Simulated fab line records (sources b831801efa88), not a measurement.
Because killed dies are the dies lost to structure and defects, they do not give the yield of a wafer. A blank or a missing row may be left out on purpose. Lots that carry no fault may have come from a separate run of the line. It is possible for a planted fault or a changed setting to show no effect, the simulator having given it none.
Commonality check across tools | flow gf180mcu | Lots sampled 11, wafers sampled 39

## WHY IT WAS OPENED
GF_VT_IMPLANT_RS_MEAS_48, reading LVPWELL_RS: flagged on 2 of 11 lots. Wafers without a fault read 1197 ohm/sq, standard deviation 3.3.
Rule: a lot is flagged when every wafer of it that has a number lies more than 4 standard deviations from that mean, or none has a number. The rest of the lots are taken to be sound.

lot  | measured     | on            | LVPWELL_RS (ohm/sq), wafer by wafer | flag
L101 | day 7 18:30  | film-metro-03 | 1196 1192 1197                      |
L102 | day 8 00:19  | film-metro-04 | 1198 1199 1198                      |
L104 | day 8 15:42  | film-metro-03 | 1193 1198 1196                      |
L105 | day 9 04:13  | film-metro-04 | 1198 1198 1198                      |
L106 | day 9 08:27  | film-metro-02 | 1193 1197 1197                      |
L109 | day 10 02:36 | film-metro-02 | 1200 1201 1199                      |
L113 | day 11 07:12 | film-metro-03 | 1179 1182 1179 1179 1180 1177       | FLAGGED
L114 | day 11 12:55 | film-metro-03 | 1169 1169 1171 1167 1171 1169       | FLAGGED
L116 | day 12 01:08 | film-metro-04 | 1191 1195 1195                      |
L117 | day 12 08:26 | film-metro-04 | 1195 1195 1196                      |
L118 | day 12 13:46 | film-metro-02 | 1199 1196 1198                      |
The mean of the flagged lots' numbers is 1174 ohm/sq, -23 ohm/sq from the usual (-7 standard deviations).

## LOT BY LOT: THE TOOL USED
Before the reading, the record contains 3 process steps out of a 602-step route. Each cell gives the tool, then ch followed by the chambers the sampled wafers passed through, then the start.
lot  | flag    | GF_DNWELL_STRIP_08                  | GF_LVPWELL_IMPLANT_08          | GF_LVPWELL_STRIP_10
L101 |         | plasma-asher-03 ch 0,1, day 2 23:44 | implanter-01 ch 0, day 4 01:02 | plasma-asher-03 ch 0,1, day 4 01:19
L102 |         | plasma-asher-04 ch 0,1, day 3 05:02 | implanter-01 ch 0, day 4 07:34 | plasma-asher-04 ch 0,1, day 4 07:52
L104 |         | plasma-asher-01 ch 0,1, day 3 15:29 | implanter-03 ch 0, day 4 18:44 | plasma-asher-04 ch 0,1, day 4 19:01
L105 |         | plasma-asher-04 ch 0,1, day 3 21:52 | implanter-01 ch 0, day 5 01:05 | plasma-asher-02 ch 0,1, day 5 01:20
L106 |         | plasma-asher-04 ch 0,1, day 4 03:59 | implanter-01 ch 0, day 5 07:39 | plasma-asher-03 ch 0,1, day 5 07:56
L109 |         | plasma-asher-03 ch 0,1, day 4 19:16 | implanter-03 ch 0, day 5 23:54 | plasma-asher-02 ch 0,1, day 6 00:11
L113 | FLAGGED | plasma-asher-03 ch 0,1, day 5 18:08 | implanter-01 ch 0, day 6 23:45 | plasma-asher-04 ch 0,1, day 7 00:03
L114 | FLAGGED | plasma-asher-03 ch 0,1, day 5 22:22 | implanter-01 ch 0, day 7 04:45 | plasma-asher-02 ch 0,1, day 7 05:02
L116 |         | plasma-asher-04 ch 0,1, day 6 07:38 | implanter-02 ch 0, day 7 15:06 | plasma-asher-02 ch 0,1, day 7 15:23
L117 |         | plasma-asher-04 ch 0,1, day 6 12:56 | implanter-02 ch 0, day 7 20:18 | plasma-asher-04 ch 0,1, day 7 20:35
L118 |         | plasma-asher-01 ch 0,1, day 6 17:38 | implanter-03 ch 0, day 8 00:50 | plasma-asher-03 ch 0,1, day 8 01:08
What is done by these steps:
- GF_DNWELL_STRIP_08: strips in O2/N2.
- GF_LVPWELL_IMPLANT_08
- GF_LVPWELL_STRIP_10: strips in O2/N2.
- GF_VT_IMPLANT_RS_MEAS_48: measures by four-point-probe.

## FLAGGED OVER TOTAL, TOOL BY TOOL (the gauges that took the reading come last)
step                     | tool            | lots run | flagged | share of the flagged lots | sound lots run after its first flagged lot
GF_DNWELL_STRIP_08       | plasma-asher-01 | 2        | 0       | none                      | -
GF_DNWELL_STRIP_08       | plasma-asher-03 | 4        | 2       | all                       | 0
GF_DNWELL_STRIP_08       | plasma-asher-04 | 5        | 0       | none                      | -
GF_LVPWELL_IMPLANT_08    | implanter-01    | 6        | 2       | all                       | 0
GF_LVPWELL_IMPLANT_08    | implanter-02    | 2        | 0       | none                      | -
GF_LVPWELL_IMPLANT_08    | implanter-03    | 3        | 0       | none                      | -
GF_LVPWELL_STRIP_10      | plasma-asher-02 | 4        | 1       | some                      | 1 (L116)
GF_LVPWELL_STRIP_10      | plasma-asher-03 | 3        | 0       | none                      | -
GF_LVPWELL_STRIP_10      | plasma-asher-04 | 4        | 1       | some                      | 1 (L117)
GF_VT_IMPLANT_RS_MEAS_48 | film-metro-02   | 3        | 0       | none                      | -
GF_VT_IMPLANT_RS_MEAS_48 | film-metro-03   | 4        | 2       | all                       | 0
GF_VT_IMPLANT_RS_MEAS_48 | film-metro-04   | 4        | 0       | none                      | -

## WHAT THE TABLE PERMITS
Every flagged lot was run by 3 rows of the table: plasma-asher-03 at GF_DNWELL_STRIP_08, implanter-01 at GF_LVPWELL_IMPLANT_08 and film-metro-03 at GF_VT_IMPLANT_RS_MEAS_48.
- plasma-asher-03 at GF_DNWELL_STRIP_08 ran 4 lots, 2 of them flagged. Last sound lot L109 at day 4 19:16, first flagged lot L113 at day 5 18:08; a fault beginning in between fits.
- implanter-01 at GF_LVPWELL_IMPLANT_08 ran 6 lots, 2 of them flagged. Last sound lot L106 at day 5 07:39, first flagged lot L113 at day 6 23:45; a fault beginning in between fits. Its own readings (dose-ions-cm2) fall more than 4 standard deviations out on all wafers of the flagged lots.
- film-metro-03 at GF_VT_IMPLANT_RS_MEAS_48 ran 4 lots, 2 of them flagged. Last sound lot L104 at day 8 15:42, first flagged lot L113 at day 11 07:12; a fault beginning in between fits.
Counting lots can't tell these 3 tools apart, because each fits a fault that began at some hour. More lots, or a look at what each step does to the wafer, might.

## WHAT THE SIMULATOR HAD INSERTED
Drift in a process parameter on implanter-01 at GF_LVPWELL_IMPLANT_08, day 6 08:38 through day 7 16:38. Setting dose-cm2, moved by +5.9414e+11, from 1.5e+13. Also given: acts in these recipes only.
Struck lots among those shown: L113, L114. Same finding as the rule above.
